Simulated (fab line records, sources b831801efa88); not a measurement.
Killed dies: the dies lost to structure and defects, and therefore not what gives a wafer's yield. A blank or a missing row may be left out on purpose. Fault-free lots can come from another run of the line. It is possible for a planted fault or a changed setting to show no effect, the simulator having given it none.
Chamber matching :: flow sky130 :: SKY_METAL4_ETCH_17 on rie_diel-02: 4 sister chambers
The step etches SiO2 in C4F8/O2/Ar, stops on TiN, time 3.9 s, target depth 15 nm. 8 wafers are shown with their chamber, then 10 later ones without.

## WAFERS WITH THEIR CHAMBER
wafer: L081.6
chamber: 2
oes_product_au (a.u.): 0.760

wafer: L086.5
chamber: 3
oes_product_au (a.u.): 0.744

wafer: L086.6
chamber: 0
oes_product_au (a.u.): 0.751

wafer: L083.2
chamber: 0
oes_product_au (a.u.): 0.753

wafer: L083.3
chamber: 1
oes_product_au (a.u.): 0.760

wafer: L083.5
chamber: 1
oes_product_au (a.u.): 0.761

wafer: L089.1
chamber: 3
oes_product_au (a.u.): 0.731

wafer: L089.3
chamber: 2
oes_product_au (a.u.): 0.741

## WAFERS WITH NO CHAMBER GIVEN
wafer: L089.6
oes_product_au (a.u.): 0.749

wafer: L094.3
oes_product_au (a.u.): 0.738

wafer: L094.4
oes_product_au (a.u.): 0.751

wafer: L094.5
oes_product_au (a.u.): 0.741

wafer: L095.1
oes_product_au (a.u.): 0.765

wafer: L095.3
oes_product_au (a.u.): 0.763

wafer: L095.5
oes_product_au (a.u.): 0.755

wafer: L096.4
oes_product_au (a.u.): 0.749

wafer: L096.5
oes_product_au (a.u.): 0.761

wafer: L096.6
oes_product_au (a.u.): 0.757

## CHAMBER TAKEN BY EACH
wafer: L089.6
from the rows above: can't be placed: 2 or 0 or 1 or 3
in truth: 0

wafer: L094.3
from the rows above: can't be placed: 3 or 2 or 0
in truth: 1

wafer: L094.4
from the rows above: can't be placed: 2 or 0 or 1 or 3
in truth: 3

wafer: L094.5
from the rows above: can't be placed: 3 or 2 or 0 or 1
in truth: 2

wafer: L095.1
from the rows above: can't be placed: 1 or 0 or 2
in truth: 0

wafer: L095.3
from the rows above: can't be placed: 1 or 0 or 2
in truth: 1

wafer: L095.5
from the rows above: can't be placed: 0 or 2 or 1 or 3
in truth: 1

wafer: L096.4
from the rows above: can't be placed: 2 or 0 or 1 or 3
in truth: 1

wafer: L096.5
from the rows above: can't be placed: 1 or 0 or 2
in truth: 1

wafer: L096.6
from the rows above: can't be placed: 1 or 0 or 2 or 3
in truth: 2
Placed correctly: 0 of 10. Can't be placed from these rows: 10 (the true chamber is among the candidates in 9). 0 placed wrongly.
How it was worked out, from the rows above alone: a wafer's distance from a chamber is the root of the sum, over the readings, of the square of ((its reading less the chamber's mean) divided by the reading's scatter). If the next closest chamber is less than 2 further off than the closest, the wafer can't be placed; otherwise it belongs to the closest. For every chamber, the mean is computed from those of its wafers that are shown. The scatter: take each reading less its chamber's mean, square it, sum over the shown wafers, divide by the number of wafers less the number of chambers, and take the root.
